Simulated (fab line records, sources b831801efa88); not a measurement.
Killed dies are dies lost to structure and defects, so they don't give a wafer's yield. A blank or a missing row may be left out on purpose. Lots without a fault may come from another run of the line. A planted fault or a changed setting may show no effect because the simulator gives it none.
Which tool did it? | flow sky130 | 14 lots, 42 wafers sampled, at 3 steps of a route of 708

WHAT THE GAUGES READ, wafer by wafer
SKY_PASSIVATION_THK_MEAS_03.
lot  | measured     | on            | PASSIVATION_CVD_02_THK (nm)
L503 | day 43 22:05 | film_metro-01 | 544 543 550
L504 | day 43 22:14 | film_metro-04 | 534 532 544
L505 | day 44 01:07 | film_metro-04 | 540 541 551
L506 | day 44 20:19 | film_metro-04 | 538 545 554
L508 | day 45 05:58 | film_metro-02 | 538 533 531
L512 | day 46 11:51 | film_metro-02 | 530 541 543
L513 | day 46 13:05 | film_metro-04 | 539 554 548
L516 | day 47 14:40 | film_metro-01 | 544 552 546
L517 | day 47 14:53 | film_metro-02 | 542 552 547
L518 | day 48 02:21 | film_metro-01 | 543 537 556
L519 | day 48 06:44 | film_metro-01 | 543 545 543
L521 | day 48 12:28 | film_metro-01 | 537 540 541
L524 | day 48 19:26 | film_metro-04 | 537 544 546
L523 | day 49 00:36 | film_metro-01 | 536 539 547

WHICH TOOL RAN EACH LOT (tool, then ch and the chambers of the sampled wafers, then the start)
lot  | SKY_METAL5_SPUTTER_01        | SKY_METAL5_SPUTTER_02
L503 | pvd_sputter-04, day 42 21:20 | pvd_sputter-04, day 42 21:22
L504 | pvd_sputter-03, day 42 21:41 | pvd_sputter-03, day 42 21:43
L505 | pvd_sputter-01, day 43 00:58 | pvd_sputter-01, day 43 00:59
L506 | pvd_sputter-04, day 43 21:16 | pvd_sputter-04, day 43 21:17
L508 | pvd_sputter-04, day 44 07:04 | pvd_sputter-04, day 44 07:05
L512 | pvd_sputter-01, day 45 14:58 | pvd_sputter-01, day 45 15:00
L513 | pvd_sputter-01, day 45 16:16 | pvd_sputter-01, day 45 16:17
L516 | pvd_sputter-01, day 46 17:38 | pvd_sputter-01, day 46 17:40
L517 | pvd_sputter-03, day 46 18:07 | pvd_sputter-03, day 46 18:08
L518 | pvd_sputter-01, day 47 05:04 | pvd_sputter-01, day 47 05:05
L519 | pvd_sputter-01, day 47 09:34 | pvd_sputter-01, day 47 09:35
L521 | pvd_sputter-03, day 47 15:37 | pvd_sputter-03, day 47 15:39
L524 | pvd_sputter-01, day 47 23:43 | pvd_sputter-01, day 47 23:44
L523 | pvd_sputter-03, day 48 04:55 | pvd_sputter-03, day 48 04:56
- SKY_METAL5_SPUTTER_01: material TiN, target thk 20 nm, time 16.7 s.
- SKY_METAL5_SPUTTER_02: material AlCu, target thk 1150 nm, time 61.2 s.

WHAT THE TOOLS THEMSELVES READ (means of the sampled wafers that have a number; where no wafer has one, the mark that the record gives instead)
SKY_METAL5_SPUTTER_01.
lot  | tool           | throttle_valve_pct (%)
L503 | pvd_sputter-04 | 30.1
L504 | pvd_sputter-03 | 30.4
L505 | pvd_sputter-01 | 31.2
L506 | pvd_sputter-04 | 30.5
L508 | pvd_sputter-04 | 30.5
L512 | pvd_sputter-01 | 30.2
L513 | pvd_sputter-01 | 31.1
L516 | pvd_sputter-01 | 30.6
L517 | pvd_sputter-03 | 29.7
L518 | pvd_sputter-01 | 30.1
L519 | pvd_sputter-01 | 31.4
L521 | pvd_sputter-03 | 30.8
L524 | pvd_sputter-01 | 30.2
L523 | pvd_sputter-03 | 30.1

SKY_METAL5_SPUTTER_02.
lot  | tool           | throttle_valve_pct (%)
L503 | pvd_sputter-04 | 30.3
L504 | pvd_sputter-03 | 30.3
L505 | pvd_sputter-01 | 31.3
L506 | pvd_sputter-04 | 30.4
L508 | pvd_sputter-04 | 30.5
L512 | pvd_sputter-01 | 30.3
L513 | pvd_sputter-01 | 30.9
L516 | pvd_sputter-01 | 30.6
L517 | pvd_sputter-03 | 29.8
L518 | pvd_sputter-01 | 30.2
L519 | pvd_sputter-01 | 31.4
L521 | pvd_sputter-03 | 30.5
L524 | pvd_sputter-01 | 30.4
L523 | pvd_sputter-03 | 30.0

THE ANSWER, worked out from the rows above alone
Rule: what is usual is taken from the lots themselves. Put in order of their means at a reading, lots are off if they are a third of the lots or fewer, leave a main group of 4 or more, and stand apart from it by a gap of 3 or more times the standard deviation of the main group's means; of several such gaps the widest counts. A main group whose means are all the same, to the digits that the tables above print for the reading, isn't used. A lot without any number at a reading at which 4 lots or more have one is off too. The other lots that the step has rows for count as sound. The gauges are gone through in route order, then the tools' own readings, and for those a lot's mean is taken as printed above. The first step at which some lot is off is used, and at that step the reading that is off furthest; a lot without a number counts as furthest.
No lot is off at any reading shown: from this, nothing can be told.

WHAT THE SIMULATOR HAD PUT IN
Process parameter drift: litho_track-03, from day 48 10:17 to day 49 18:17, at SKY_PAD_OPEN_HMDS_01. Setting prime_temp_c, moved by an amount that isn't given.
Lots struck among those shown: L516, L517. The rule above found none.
